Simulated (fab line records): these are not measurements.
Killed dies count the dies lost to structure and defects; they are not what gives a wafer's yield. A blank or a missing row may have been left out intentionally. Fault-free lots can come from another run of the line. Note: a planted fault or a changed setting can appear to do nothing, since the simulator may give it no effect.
fab line records	flow gf180mcu
record: lots: 24	wafers: 72	lastDay: 36
route steps=602 shown M4@473 V4@492 MIM@509 M5@533 V5@561 TOP_METAL@583
lots untouched by any fault: they come from a run of this same line in which no faults occurred
startH: hours from the record's opening day to when the first of the lot's shown wafers began	waitH: hours from the lot's prior step to this one	" same as the row above	L1.1+2: a row that stands for several wafers	- no value, or no start given	* or withheld: withheld	< > ~ a bound
route shown NAME@n: a module of which the file shows steps, and the number in the route of the first	usual: mean/standard deviation of fault-free wafers	same: alike in all rows	chamber/n: place in a boat	sites: the reading at each site	_std_site: how widely they spread, as a standard deviation	_edge_site: the outer-site mean with the inner-site mean subtracted	radiusMm: for every site, how far away it sits from the centre of the wafer	mask NAME#n: copy n	behind: the last tool/chamber to shape the wafer	hold: the reason the lot was held/the length of the hold in hours/how it ended	device: the transistor (n, p or np) that didn't switch	end of line: the route-end tests of the same wafers	a step with no rows: only its recipe	killed: not the wafer's yield, but the dies lost to structure and defects at the first sort	map: dies across one wafer; x = killed, . = not, _ = none there
set.NAME: the setting as run; set.NAME@STEP: as run at that earlier step	model.NAME: the simulator's own value behind a step, which no gauge read
one table for each step of the route and one row for each wafer, over a sample of lots
services: from which hour (startH, from the record's first day; less than 0 if before it) a tool's chamber was out of use, for how many hours, and why
== steps ==
step: GF_M4_STRIP_17
recipe: chemistry: O2/N2	powerW: 1400	pressureMtorr: 1500	platenTempC: 250	o2FlowSccm: 3000	n2FlowSccm: 300	overashFraction: 0.5
usual: drypumpMotorCurrentA: 5.7/0.4	heaterPowerW: 333/42	oesProductAu: 0.537/0.0051	stripTimeToEndpointS: 7.39/0.059
lot.wafer	tool	chamber	startH	waitH	drypumpMotorCurrentA	heaterPowerW	oesProductAu	rfHoursCounterH	stripTimeToEndpointS
L074.2	plasmaAsher-01	1	589.30	0.1	5.7	280	0.544	48	7.35
L074.5	"	1	"	"	5.7	284	0.533	-	7.34
L074.6	"	0	"	"	4.9	325	0.529	-	7.28
L075.3	plasmaAsher-02	0	600.80	0.1	5.9	307	0.545	-	7.38
L075.5	"	1	"	"	6.2	397	0.537	-	7.41
L075.6	"	0	"	"	5.9	294	0.537	-	7.38
L076.1	plasmaAsher-02	0	607.07	0.1	5.9	307	0.534	72	7.33
L076.4	"	0	"	"	6.0	295	0.530	-	7.32
L076.6	"	1	"	"	6.2	396	0.537	-	7.41
L077.1	plasmaAsher-02	0	615.42	0.1	5.9	301	0.538	73	7.37
L077.3	"	0	"	"	5.9	303	0.538	-	7.34
L077.5	"	0	"	"	5.9	305	0.542	-	7.29
L078.1	plasmaAsher-04	0	620.20	0.1	5.6	390	0.536	101	7.50
L078.5	"	0	"	"	5.6	384	0.528	-	7.43
L078.6	"	1	"	"	5.8	313	0.531	-	7.50
L079.1	plasmaAsher-04	0	631.25	0.1	5.6	382	0.544	102	7.37
L079.2	"	1	"	"	5.7	304	0.535	102	7.39
L079.6	"	1	"	"	5.8	316	0.536	-	7.40
L080.2	plasmaAsher-01	1	635.25	0.1	5.7	277	0.539	53	7.32
L080.3	"	1	"	"	5.7	281	0.535	-	7.40
L080.4	"	0	"	"	4.9	316	0.540	-	7.43
L081.1	plasmaAsher-02	1	641.90	0.2	6.3	390	0.531	76	7.36
L081.4	"	1	"	"	6.2	394	0.530	-	7.34
L081.6	"	0	"	"	5.9	303	0.530	-	7.36
L082.2	plasmaAsher-01	1	655.77	0.1	5.7	274	0.534	55	7.38
L082.4	"	0	"	"	4.9	337	0.527	-	7.37
L082.6	"	0	"	"	4.9	329	0.540	-	7.29
L083.1	plasmaAsher-01	1	659.60	0.1	5.7	278	0.537	56	7.42
L083.2	"	0	"	"	4.9	317	0.543	56	7.43
L083.6	"	0	"	"	4.9	338	0.547	-	7.37
L084.2	plasmaAsher-01	0	667.92	0.1	4.9	326	0.543	57	7.33
L084.4	"	0	"	"	5.0	329	0.532	-	7.33
L084.6	"	1	"	"	5.7	289	0.543	-	7.46
L085.1	plasmaAsher-02	1	675.42	0.1	6.2	400	0.534	79	7.39
L085.3	"	0	"	"	5.9	306	0.539	-	7.35
L085.6	"	0	"	"	5.9	301	0.541	-	7.39
L086.1	plasmaAsher-04	0	678.52	0.1	5.6	375	0.540	109	7.52
L086.5	"	1	"	"	5.7	315	0.543	-	7.48
L086.6	"	0	"	"	5.6	381	0.547	-	7.52
L087.2	plasmaAsher-04	0	685.40	0.1	5.6	370	0.542	110	7.38
L087.3	"	0	"	"	5.6	375	0.536	-	7.29
L087.4	"	1	"	"	5.8	306	0.540	-	7.36
L088.2	plasmaAsher-04	0	695.45	0.1	5.6	383	0.531	111	7.34
L088.3	"	0	"	"	5.7	379	0.535	-	7.38
L088.5	"	0	"	"	5.6	375	0.525	-	7.39
L089.2	plasmaAsher-02	1	698.42	0.1	6.2	390	0.534	82	7.32
L089.4	"	0	"	"	5.9	307	0.538	-	7.31
L089.6	"	0	"	"	5.9	300	0.537	-	7.40
L090.3	plasmaAsher-02	0	704.63	0.1	5.9	314	0.535	-	7.45
L090.5	"	0	"	"	5.9	309	0.528	-	7.36
L090.6	"	1	"	"	6.2	389	0.535	-	7.42
L091.1	plasmaAsher-04	1	714.15	0.1	5.8	313	0.541	113	7.46
L091.3	"	1	"	"	5.8	313	0.537	-	7.41
L091.4	"	0	"	"	5.7	377	0.541	-	7.45
L092.4	plasmaAsher-01	1	716.83	0.1	5.7	279	0.541	-	7.49
L092.5	"	1	"	"	5.7	274	0.544	-	7.39
L092.6	"	0	"	"	4.9	334	0.542	-	7.49
L093.1	plasmaAsher-04	1	723.47	0.1	5.7	312	0.538	115	7.40
L093.5	"	0	"	"	5.6	380	0.538	-	7.41
L093.6	"	1	"	"	5.7	314	0.536	-	7.33
L094.1	plasmaAsher-01	0	727.05	0.1	4.9	327	0.547	64	7.38
L094.3	"	0	"	"	4.9	336	0.538	-	7.43
L094.4	"	1	"	"	5.7	276	0.534	-	7.36
L095.1	plasmaAsher-01	1	735.05	0.1	5.7	275	0.545	65	7.36
L095.3	"	1	"	"	5.7	278	0.539	-	7.44
L095.4	"	0	"	"	4.9	327	0.533	-	7.34
L096.1	plasmaAsher-02	0	743.30	0.1	5.9	301	0.541	85	7.44
L096.4	"	1	"	"	6.3	398	0.541	-	7.48
L096.6	"	1	"	"	6.3	387	0.535	-	7.53
L097.3	plasmaAsher-02	0	746.73	0.1	5.9	302	0.539	-	7.45
L097.4	"	1	"	"	6.2	383	0.538	-	7.39
L097.5	"	0	"	"	5.9	305	0.539	-	7.47
step: GF_V4_ETCH_16
recipe: chemistry: N2/H2	targetDepthA: withheld	overetchA: withheld	timeS: withheld	target: BARC	ionEnergyEv: 200	sourceW: 500	biasW: 100	pressureMtorr: 30	n2FlowSccm: 100	h2FlowSccm: 200
usual: drypumpMotorCurrentA: 5.9/0.42	oesProductAu: 0.854/0.0043	throttleValvePct: 13.224/0.009
lot.wafer	tool	chamber	startH	waitH	drypumpMotorCurrentA	oesProductAu	throttleValvePct
L074.2	rieDiel-03	2	612.82	0.0	6.5	0.849	13.227
L074.5	"	1	"	"	5.9	0.853	13.233
L074.6	"	2	"	"	6.5	0.858	13.221
L075.3	rieDiel-03	0	624.21	0.0	5.8	0.850	13.230
L075.5	"	3	"	"	5.7	0.854	13.219
L075.6	"	2	"	"	6.5	0.856	13.222
L076.1	rieDiel-02	3	630.52	0.0	5.4	0.844	13.238
L076.4	"	0	"	"	6.3	0.853	13.228
L076.6	"	3	"	"	5.4	0.858	13.224
L077.1	rieDiel-01	1	638.81	0.0	6.1	0.850	13.233
L077.3	"	3	"	"	5.0	0.860	13.224
L077.5	"	3	"	"	5.0	0.857	13.222
L078.1	rieDiel-01	3	643.27	0.0	5.0	0.852	13.232
L078.5	"	2	"	"	6.2	0.856	13.238
L078.6	"	1	"	"	6.2	0.851	13.223
L079.1	rieDiel-01	1	653.97	0.0	6.1	0.856	13.217
L079.2	"	3	"	"	5.0	0.854	13.224
L079.6	"	1	"	"	6.1	0.858	13.226
L080.2	rieDiel-02	2	657.87	0.0	5.9	0.855	13.236
L080.3	"	1	"	"	6.2	0.859	13.231
L080.4	"	3	"	"	5.4	0.854	13.212
L081.1	rieDiel-03	0	664.91	0.0	5.8	0.860	13.230
L081.4	"	2	"	"	6.5	0.856	13.230
L081.6	"	1	"	"	5.9	0.858	13.234
L082.2	rieDiel-03	2	677.32	0.0	6.5	0.852	13.243
L082.4	"	1	"	"	5.9	0.855	13.225
L082.6	"	1	"	"	5.9	0.857	13.233
L083.1	rieDiel-03	2	681.52	0.0	6.4	0.854	13.216
L083.2	"	3	"	"	5.6	0.852	13.214
L083.6	"	2	"	"	6.5	0.852	13.224
L084.2	rieDiel-01	1	689.96	0.0	6.1	0.855	13.217
L084.4	"	3	"	"	5.0	0.857	13.224
L084.6	"	1	"	"	6.1	0.860	13.224
L085.1	rieDiel-01	3	697.76	0.0	5.0	0.851	13.244
L085.3	"	0	"	"	6.2	0.857	13.227
L085.6	"	0	"	"	6.2	0.858	13.229
L086.1	rieDiel-01	0	700.22	0.0	6.2	0.852	13.232
L086.5	"	2	"	"	6.2	0.861	13.215
L086.6	"	1	"	"	6.2	0.853	13.216
L087.2	rieDiel-01	1	706.27	0.0	6.1	0.848	13.229
L087.3	"	0	"	"	6.2	0.849	13.214
L087.4	"	3	"	"	5.0	0.843	13.215
L088.2	rieDiel-02	2	716.76	0.0	5.9	0.857	13.210
L088.3	"	3	"	"	5.4	0.855	13.230
L088.5	"	3	"	"	5.4	0.857	13.229
L089.2	rieDiel-01	0	719.62	0.0	6.2	0.858	13.230
L089.4	"	2	"	"	6.2	0.856	13.218
L089.6	"	0	"	"	6.3	0.864	13.209
L090.3	rieDiel-01	1	725.62	0.0	6.1	0.858	13.227
L090.5	"	3	"	"	4.9	0.851	13.221
L090.6	"	2	"	"	6.2	0.856	13.218
L091.1	rieDiel-01	2	734.36	0.0	6.3	0.863	13.223
L091.3	"	0	"	"	6.2	0.857	13.234
L091.4	"	3	"	"	5.0	0.845	13.231
L092.4	rieDiel-01	3	737.37	0.0	5.0	0.853	13.217
L092.5	"	0	"	"	6.2	0.855	13.214
L092.6	"	1	"	"	6.1	0.853	13.240
L093.1	rieDiel-01	3	743.77	0.0	5.0	0.847	13.219
L093.5	"	2	"	"	6.2	0.848	13.213
L093.6	"	1	"	"	6.1	0.861	13.212
L094.1	rieDiel-01	3	747.32	0.0	5.0	0.851	13.226
L094.3	"	2	"	"	6.2	0.854	13.223
L094.4	"	0	"	"	6.3	0.851	13.233
L095.1	rieDiel-03	1	755.17	0.0	6.0	0.856	13.207
L095.3	"	0	"	"	5.8	0.848	13.241
L095.4	"	1	"	"	6.0	0.859	13.216
L096.1	rieDiel-03	0	762.67	0.0	5.8	0.852	13.246
L096.4	"	1	"	"	5.9	0.863	13.215
L096.6	"	0	"	"	5.8	0.856	13.232
L097.3	rieDiel-03	3	766.17	0.0	5.6	0.848	13.215
L097.4	"	3	"	"	5.7	0.852	13.230
L097.5	"	1	"	"	5.9	0.848	13.207
step: GF_MIM_THK_MEAS_06
recipe: reads: Si3N4_of_MIM_CVD_05
usual: MIM_CVD_05_THK: 42.5/0.55
lot.wafer	tool	chamber	startH	waitH	MIM_CVD_05_THK[nm]
L074.2	filmMetro-01	-	614.44	0.0	42.3
L074.5	"	-	"	"	42.8
L074.6	"	-	"	"	43.6
L075.3	filmMetro-03	-	625.84	0.0	42.5
L075.5	"	-	"	"	42.9
L075.6	"	-	"	"	43.6
L076.1	filmMetro-04	-	632.16	0.0	41.7
L076.4	"	-	"	"	42.3
L076.6	"	-	"	"	42.6
L077.1	filmMetro-01	-	640.66	0.0	42.1
L077.3	"	-	"	"	42.2
L077.5	"	-	"	"	43.1
L078.1	filmMetro-03	-	644.91	0.0	42.3
L078.5	"	-	"	"	43.0
L078.6	"	-	"	"	43.3
L079.1	filmMetro-01	-	655.58	0.0	41.7
L079.2	"	-	"	"	42.2
L079.6	"	-	"	"	42.3
L080.2	filmMetro-03	-	659.51	0.0	42.2
L080.3	"	-	"	"	42.7
L080.4	"	-	"	"	43.0
L081.1	filmMetro-01	-	666.53	0.0	41.4
L081.4	"	-	"	"	43.4
L081.6	"	-	"	"	42.6
L082.2	filmMetro-04	-	678.99	0.0	41.9
L082.4	"	-	"	"	42.9
L082.6	"	-	"	"	42.3
L083.1	filmMetro-04	-	683.69	0.0	41.9
L083.2	"	-	"	"	42.2
L083.6	"	-	"	"	42.8
L084.2	filmMetro-03	-	691.60	0.0	42.3
L084.4	"	-	"	"	43.0
L084.6	"	-	"	"	42.7
L085.1	filmMetro-01	-	699.38	0.0	41.4
L085.3	"	-	"	"	42.2
L085.6	"	-	"	"	42.4
L086.1	filmMetro-03	-	701.83	0.0	42.2
L086.5	"	-	"	"	42.3
L086.6	"	-	"	"	43.1
L087.2	filmMetro-04	-	707.98	0.0	42.2
L087.3	"	-	"	"	42.8
L087.4	"	-	"	"	42.8
L088.2	filmMetro-03	-	718.38	0.0	41.8
L088.3	"	-	"	"	41.1
L088.5	"	-	"	"	42.6
L089.2	filmMetro-01	-	721.24	0.0	41.7
L089.4	"	-	"	"	42.7
L089.6	"	-	"	"	43.1
L090.3	filmMetro-01	-	727.25	0.0	42.7
L090.5	"	-	"	"	42.9
L090.6	"	-	"	"	42.5
L091.1	filmMetro-01	-	735.97	0.0	42.0
L091.3	"	-	"	"	42.4
L091.4	"	-	"	"	43.2
L092.4	filmMetro-03	-	739.01	0.0	42.6
L092.5	"	-	"	"	43.2
L092.6	"	-	"	"	42.7
L093.1	filmMetro-04	-	745.65	0.0	41.4
L093.5	"	-	"	"	42.3
L093.6	"	-	"	"	42.7
L094.1	filmMetro-01	-	748.94	0.0	42.0
L094.3	"	-	"	"	42.0
L094.4	"	-	"	"	43.3
L095.1	filmMetro-03	-	756.81	0.0	42.0
L095.3	"	-	"	"	42.0
L095.4	"	-	"	"	42.8
L096.1	filmMetro-04	-	764.28	0.0	42.5
L096.4	"	-	"	"	42.9
L096.6	"	-	"	"	43.2
L097.3	filmMetro-01	-	767.80	0.0	42.0
L097.4	"	-	"	"	42.1
L097.5	"	-	"	"	43.2
step: GF_M5_CD_MEAS_07
recipe: targetCdNm: 280
usual: cdNm: 280.2/1.1
lot.wafer	tool	chamber	startH	waitH	cdNm
L074.2	cdSem-01	-	657.76	0.1	278.8
L074.5	"	-	"	"	278.2
L074.6	"	-	"	"	280.1
L075.3	cdSem-01	-	669.52	0.1	279.1
L075.5	"	-	"	"	280.8
L075.6	"	-	"	"	279.0
L076.1	cdSem-02	-	674.66	0.1	278.6
L076.4	"	-	"	"	277.9
L076.6	"	-	"	"	278.8
L077.1	cdSem-02	-	682.86	0.1	280.0
L077.3	"	-	"	"	281.5
L077.5	"	-	"	"	280.9
L078.1	cdSem-02	-	686.89	0.1	280.6
L078.5	"	-	"	"	280.5
L078.6	"	-	"	"	279.2
L079.1	cdSem-02	-	697.49	0.1	282.1
L079.2	"	-	"	"	282.0
L079.6	"	-	"	"	280.5
L080.2	cdSem-02	-	701.38	0.1	279.6
L080.3	"	-	"	"	281.1
L080.4	"	-	"	"	280.2
L081.1	cdSem-02	-	707.66	0.1	279.7
L081.4	"	-	"	"	280.5
L081.6	"	-	"	"	278.7
L082.2	cdSem-01	-	719.06	0.1	282.4
L082.4	"	-	"	"	281.3
L082.6	"	-	"	"	280.8
L083.1	cdSem-02	-	723.86	0.1	279.3
L083.2	"	-	"	"	278.7
L083.6	"	-	"	"	278.9
L084.2	cdSem-02	-	731.51	0.1	282.0
L084.4	"	-	"	"	281.9
L084.6	"	-	"	"	281.5
L085.1	cdSem-01	-	738.71	0.1	278.8
L085.3	"	-	"	"	279.2
L085.6	"	-	"	"	279.1
L086.1	cdSem-01	-	741.61	0.1	280.6
L086.5	"	-	"	"	280.5
L086.6	"	-	"	"	280.3
L087.2	cdSem-02	-	747.23	0.1	280.1
L087.3	"	-	"	"	279.9
L087.4	"	-	"	"	280.7
L088.2	cdSem-02	-	756.33	0.1	278.4
L088.3	"	-	"	"	279.2
L088.5	"	-	"	"	279.8
L089.2	cdSem-01	-	759.55	0.1	279.8
L089.4	"	-	"	"	280.4
L089.6	"	-	"	"	280.2
L090.3	cdSem-01	-	765.10	0.1	281.4
L090.5	"	-	"	"	280.6
L090.6	"	-	"	"	279.9
L091.1	cdSem-01	-	772.48	0.1	278.2
L091.3	"	-	"	"	278.9
L091.4	"	-	"	"	279.0
L092.4	cdSem-02	-	775.19	0.1	278.7
L092.5	"	-	"	"	279.2
L092.6	"	-	"	"	280.9
L093.1	cdSem-02	-	781.61	0.1	282.5
L093.5	"	-	"	"	281.8
L093.6	"	-	"	"	282.0
L094.1	cdSem-02	-	785.31	0.1	281.1
L094.3	"	-	"	"	279.8
L094.4	"	-	"	"	279.9
L095.1	cdSem-01	-	792.76	0.1	280.3
L095.3	"	-	"	"	280.4
L095.4	"	-	"	"	281.1
L096.1	cdSem-01	-	799.41	0.1	280.6
L096.4	"	-	"	"	279.1
L096.6	"	-	"	"	279.3
L097.3	cdSem-02	-	801.90	0.1	281.9
L097.4	"	-	"	"	282.0
L097.5	"	-	"	"	282.4
step: GF_V5_SPUTTER_21
recipe: material: Ti	targetThkNm: 15	chamberPressurePa: 4.925	powerW: 2500	substrateTempC: 200	timeS: 80.02
usual: throttleValvePct: 30.0/1.1
lot.wafer	tool	chamber	startH	waitH	throttleValvePct
L074.2	pvdSputter-04	-	681.06	0.0	31.2
L074.5	"	-	"	"	30.7
L074.6	"	-	"	"	30.1
L075.3	pvdSputter-04	-	692.74	0.0	30.4
L075.5	"	-	"	"	29.8
L075.6	"	-	"	"	30.8
L076.1	pvdSputter-01	-	697.81	0.0	29.2
L076.4	"	-	"	"	30.3
L076.6	"	-	"	"	30.4
L077.1	pvdSputter-04	-	705.44	0.0	30.9
L077.3	"	-	"	"	30.2
L077.5	"	-	"	"	31.0
L078.1	pvdSputter-02	-	708.56	0.0	31.9
L078.5	"	-	"	"	31.8
L078.6	"	-	"	"	31.5
L079.1	pvdSputter-01	-	718.71	0.0	28.6
L079.2	"	-	"	"	29.0
L079.6	"	-	"	"	29.1
L080.2	pvdSputter-01	-	723.51	0.0	30.2
L080.3	"	-	"	"	28.5
L080.4	"	-	"	"	28.6
L081.1	pvdSputter-02	-	729.58	0.0	32.0
L081.4	"	-	"	"	27.4
L081.6	"	-	"	"	27.4
L082.2	pvdSputter-04	-	740.74	0.0	29.8
L082.4	"	-	"	"	30.4
L082.6	"	-	"	"	30.3
L083.1	pvdSputter-02	-	744.81	0.0	31.2
L083.2	"	-	"	"	32.0
L083.6	"	-	"	"	31.1
L084.2	pvdSputter-02	-	752.39	0.0	31.1
L084.4	"	-	"	"	32.0
L084.6	"	-	"	"	29.4
L085.1	pvdSputter-01	-	759.45	0.0	29.3
L085.3	"	-	"	"	30.2
L085.6	"	-	"	"	28.7
L086.1	pvdSputter-04	-	761.73	0.0	30.2
L086.5	"	-	"	"	29.6
L086.6	"	-	"	"	30.4
L087.2	pvdSputter-01	-	768.10	0.0	28.4
L087.3	"	-	"	"	29.3
L087.4	"	-	"	"	30.4
L088.2	pvdSputter-04	-	777.09	0.0	30.2
L088.3	"	-	"	"	30.4
L088.5	"	-	"	"	30.3
L089.2	pvdSputter-04	-	779.84	0.0	31.0
L089.4	"	-	"	"	30.3
L089.6	"	-	"	"	30.2
L090.3	pvdSputter-02	-	785.01	0.0	32.0
L090.5	"	-	"	"	27.7
L090.6	"	-	"	"	31.8
L091.1	pvdSputter-01	-	792.56	0.0	30.4
L091.3	"	-	"	"	29.4
L091.4	"	-	"	"	29.2
L092.4	pvdSputter-04	-	793.75	0.0	31.1
L092.5	"	-	"	"	30.9
L092.6	"	-	"	"	29.8
L093.1	pvdSputter-01	-	801.51	0.0	29.2
L093.5	"	-	"	"	29.2
L093.6	"	-	"	"	29.2
L094.1	pvdSputter-04	-	804.15	0.0	30.3
L094.3	"	-	"	"	29.9
L094.4	"	-	"	"	30.0
L095.1	pvdSputter-02	-	811.60	0.0	32.0
L095.3	"	-	"	"	27.7
L095.4	"	-	"	"	31.3
L096.1	pvdSputter-04	-	817.58	0.0	31.2
L096.4	"	-	"	"	30.1
L096.6	"	-	"	"	30.9
L097.3	pvdSputter-01	-	820.88	0.0	29.4
L097.4	"	-	"	"	28.7
L097.5	"	-	"	"	29.0
step: GF_TOP_METAL_METAL_ETCH_16
recipe: chemistry: Cl2/BCl3	maskMaterial: NOVOLAK	targetDepthNm: 1197	stopOn: SiO2	pressureMtorr: 8	icpW: 800	biasW: 140	Cl2_flow_sccm: 80	bcl3FlowSccm: 40	timeS: 199.5
usual: drypumpMotorCurrentA: 5.7/0.52	oesProductAu: 0.990/0.006	throttleValvePct: 28.231/0.0098
lot.wafer	tool	chamber	startH	waitH	drypumpMotorCurrentA	oesProductAu	rfHoursCounterH	throttleValvePct
L074.2	rieMetal-03	0	702.16	0.0	5.5	0.984	7	28.217
L074.5	"	1	"	"	5.2	0.975	-	28.247
L074.6	"	0	"	"	5.5	0.995	-	28.229
L075.3	rieMetal-01	0	714.03	0.1	5.5	0.995	-	28.229
L075.5	"	0	"	"	5.5	0.988	-	28.248
L075.6	"	1	"	"	6.4	0.993	-	28.227
L076.1	rieMetal-03	0	717.97	0.0	5.5	0.993	8	28.232
L076.4	"	0	"	"	5.5	0.991	-	28.242
L076.6	"	1	"	"	5.2	0.990	-	28.221
L077.1	rieMetal-03	0	726.27	0.0	5.5	1.000	8	28.236
L077.3	"	1	"	"	5.2	0.978	-	28.231
L077.5	"	0	"	"	5.5	0.993	-	28.224
L078.1	rieMetal-04	1	729.21	0.0	5.0	0.989	1	28.235
L078.5	"	1	"	"	5.0	0.989	-	28.229
L078.6	"	0	"	"	6.2	0.999	-	28.227
L079.1	rieMetal-01	0	739.17	0.0	5.5	0.989	10	28.234
L079.2	"	1	"	"	6.5	0.993	15	28.233
L079.6	"	0	"	"	5.5	0.992	-	28.236
L080.2	rieMetal-04	1	743.36	0.0	5.0	0.989	1	28.232
L080.3	"	1	"	"	5.0	0.992	-	28.228
L080.4	"	0	"	"	6.2	0.998	-	28.230
L081.1	rieMetal-01	0	750.07	0.0	5.5	0.989	10	28.226
L081.4	"	0	"	"	5.5	0.988	-	28.247
L081.6	"	1	"	"	6.4	1.003	-	28.212
L082.2	rieMetal-01	0	760.13	0.1	5.5	1.002	-	28.225
L082.4	"	0	"	"	5.5	0.989	-	28.230
L082.6	"	0	"	"	5.5	0.988	-	28.223
L083.1	rieMetal-01	0	764.66	0.0	5.5	0.987	12	28.247
L083.2	"	0	"	"	5.5	0.986	-	28.233
L083.6	"	0	"	"	5.5	0.987	-	28.220
L084.2	rieMetal-04	1	771.38	0.1	5.0	0.993	-	28.213
L084.4	"	1	"	"	5.0	0.990	-	28.236
L084.6	"	1	"	"	5.0	0.999	-	28.218
L085.1	rieMetal-04	1	777.91	0.0	5.0	0.994	4	28.227
L085.3	"	1	"	"	5.0	0.994	-	28.222
L085.6	"	1	"	"	5.0	0.987	-	28.234
L086.1	rieMetal-01	1	779.77	0.0	6.5	0.992	0	28.223
L086.5	"	1	"	"	6.4	0.995	-	28.227
L086.6	"	1	"	"	6.4	0.989	-	28.235
L087.2	rieMetal-01	1	786.26	0.0	6.4	0.986	1	28.243
L087.3	"	0	"	"	5.5	0.990	-	28.232
L087.4	"	1	"	"	6.5	0.995	-	28.233
L088.2	rieMetal-01	0	794.81	0.0	5.5	0.987	14	28.221
L088.3	"	0	"	"	5.5	0.975	-	28.225
L088.5	"	0	"	"	5.5	0.985	-	28.226
L089.2	rieMetal-01	1	798.11	0.0	6.4	0.991	2	28.226
L089.4	"	1	"	"	6.5	0.983	-	28.255
L089.6	"	1	"	"	6.5	0.990	-	28.238
L090.3	rieMetal-03	1	802.38	0.1	5.2	0.984	-	28.236
L090.5	"	0	"	"	5.5	0.985	-	28.230
L090.6	"	1	"	"	5.2	0.975	-	28.246
L091.1	rieMetal-04	1	809.82	0.0	5.0	0.992	7	28.220
L091.3	"	0	"	"	6.2	0.985	-	28.234
L091.4	"	1	"	"	5.0	0.983	-	28.215
L092.4	rieMetal-01	0	811.88	0.1	5.5	0.989	-	28.230
L092.5	"	1	"	"	6.5	0.994	-	28.218
L092.6	"	0	"	"	5.5	0.993	-	28.241
L093.1	rieMetal-03	1	818.72	0.0	5.2	0.983	16	28.240
L093.5	"	1	"	"	5.2	0.988	-	28.249
L093.6	"	0	"	"	5.5	0.984	-	28.221
L094.1	rieMetal-01	0	821.27	0.0	5.5	0.995	16	28.237
L094.3	"	1	"	"	6.4	0.989	-	28.223
L094.4	"	0	"	"	5.5	0.993	-	28.221
L095.1	rieMetal-01	1	828.07	0.0	6.4	0.985	4	28.225
L095.3	"	1	"	"	6.5	0.983	-	28.235
L095.4	"	1	"	"	6.5	1.001	-	28.232
L096.1	rieMetal-03	1	833.98	0.0	5.2	0.981	17	28.235
L096.4	"	1	"	"	5.2	0.984	-	28.228
L096.6	"	1	"	"	5.2	0.987	-	28.219
L097.3	rieMetal-03	1	837.33	0.1	5.2	0.975	-	28.258
L097.4	"	0	"	"	5.5	1.003	-	28.238
L097.5	"	1	"	"	5.2	0.992	-	28.240
== services ==
tool	chamber	startH	hours	kind
plasmaAsher-02	-	588.31	3.8	repair
rieDiel-03	-	591.27	0.1	repair
rieDiel-01	0	609.06	4.5	repair
pvdSputter-01	-	648.52	0.9	repair
pvdSputter-01	-	655.87	3.9	repair
plasmaAsher-02	-	656.24	10.3	repair
rieMetal-01	1	658.09	7.6	repair
plasmaAsher-04	-	687.93	1.0	repair
pvdSputter-04	-	706.78	1.2	repair
plasmaAsher-02	-	707.67	14.6	pm
rieDiel-03	0	719.93	6.2	repair
pvdSputter-04	-	730.60	4.4	repair
plasmaAsher-04	-	733.75	9.0	pm
plasmaAsher-02	-	753.48	2.8	pm
plasmaAsher-01	-	754.33	6.1	repair
rieMetal-01	0	775.51	4.4	repair
rieDiel-01	3	780.76	4.6	repair
pvdSputter-01	-	785.77	4.9	repair
rieDiel-01	2	787.02	4.1	repair
rieMetal-03	-	797.39	0.9	repair
plasmaAsher-01	-	809.16	3.5	repair
rieMetal-01	0	823.45	8.0	repair
pvdSputter-04	-	827.22	0.5	repair
rieDiel-01	1	828.35	26.5	repair
== key ==
fault none
